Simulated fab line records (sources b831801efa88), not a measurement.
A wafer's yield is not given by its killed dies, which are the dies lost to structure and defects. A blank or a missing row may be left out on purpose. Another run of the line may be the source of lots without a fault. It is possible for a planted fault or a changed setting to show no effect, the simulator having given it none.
8D (eight disciplines) problem report, filled in by code	flow gf180mcu	the parts of the form that need people (team, actions taken, sign-off) are left out

== 1. PROBLEM STATEMENT ==
Across 6 wafers from 2 lots, DUAL_GATE_OXIDATION_00_THK at GF_DUAL_GATE_THK_MEAS_03 averages 9.71 nm, while fault-free wafers read 10.85 nm with a standard deviation of 0.22. That puts it -5.2 standard deviations away from the usual mean.
First seen on wafer L734.3, day 10 00:12, on film metro-03. At this step, 36 wafers from 12 lots have a number in the record. By rule, "out" or "out of limits" means more than 4 standard deviations away from the usual mean. The other wafers with a number count as sound.

== 2. WHAT IT IS; WHAT IT IS NOT ==
question	is	is not
which readings at this step	DUAL_GATE_OXIDATION_00_THK	-
which lots	L734, L736	L727, L728, L729, L730, L732, L735, L745, L746, L747, L749
which wafers of those lots	all that have a number	-
read on which gauges	film metro-01, film metro-03	film metro-02
when	from day 10 00:12	up to then (15 sound wafers); but 15 sound wafers of L735, L745, L746, L747, L749 came after

== 3. WHAT RULES OUT EACH SUSPECT ==
Counting: a tool at any process step up to the reading remains a suspect when it ran all the lots that are out and ran no sound lot after the first of those.
- ruled out: the gauge at GF_DUAL_GATE_THK_MEAS_03. Those wafers that are out were read across 2 gauges (film metro-01, film metro-03).
- furnace-02 at GF_DUAL_GATE_OXIDATION_02 (stabilise 600 s, purge 300 s, target thk 10.887 nm): ruled out as a lasting fault. Following L734 (day 9 22:44), the first lot on it that is out, the sound lots L745, L746, L747, L749 were run on it.
Left after counting: nothing in the record.

== 4. THE CAUSE (what the simulator had put in) ==
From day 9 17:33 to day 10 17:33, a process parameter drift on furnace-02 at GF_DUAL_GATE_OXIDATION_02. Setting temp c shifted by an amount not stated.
It was ruled out by counting, in error; the rule expects a fault to strike all lots run on its tool from its start on, and this fault did not.

== 5. SEQUENCE OF EFFECTS, ordered by route ==
Each row: a reading where the mean over the struck wafers with a number is more than 3 standard deviations away from the usual. Readings are gone through only where the record gives a usual standard deviation; hours: the median, over the lots, of the time from a lot's start at the first step in this table giving one to that lot's start at this step; sigmas: the change measured in usual standard deviations.
hours	step	reading	usual	on struck wafers	change	sigmas
0	GF_DUAL_GATE_OXIDATION_02	spike tc bottom C	916.2 C	908.7	-7.5	-6.3
0	GF_DUAL_GATE_OXIDATION_02	spike tc centre C	901.3 C	892.3	-9.0	-9.5
0	GF_DUAL_GATE_OXIDATION_02	spike tc lower C	900.4 C	892.8	-7.6	-6.9
0	GF_DUAL_GATE_OXIDATION_02	spike tc top C	912.0 C	903.3	-8.7	-7.9
0	GF_DUAL_GATE_OXIDATION_02	spike tc upper C	900.2 C	892.9	-7.3	-4.3
0	GF_DUAL_GATE_OXIDATION_02	tube center temp C	900.01 C	891.43	-8.58	-97
0	GF_DUAL_GATE_OXIDATION_02	tube_center_temp_C_max	902.4	893.8	-8.6	-23
1	GF_DUAL_GATE_THK_MEAS_03	DUAL_GATE_OXIDATION_00_THK	10.85 nm	9.71	-1.14	-5.2
Its process steps:
- GF_DUAL_GATE_OXIDATION_02: stabilise 600 s, purge 300 s, target thk 10.887 nm.
Later steps that measure or inspect, where all struck wafers having a row at the step show a number for every such reading and not one has moved that far: GF_V2_CD_MEAS_14.

== 6. HOW IT WOULD HAVE BEEN CAUGHT EARLIER ==
In this record the first reading out of limits at a measuring or inspecting step was taken at day 10 00:12, 7 hours after the fault began at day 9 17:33.
The tool's own readings at GF_DUAL_GATE_OXIDATION_02 were out on every struck wafer that the step has a row for (spike tc bottom C, spike tc centre C, spike tc lower C, spike tc top C, tube center temp C, tube_center_temp_C_max): an alarm limit on them would have fired on the first of those.
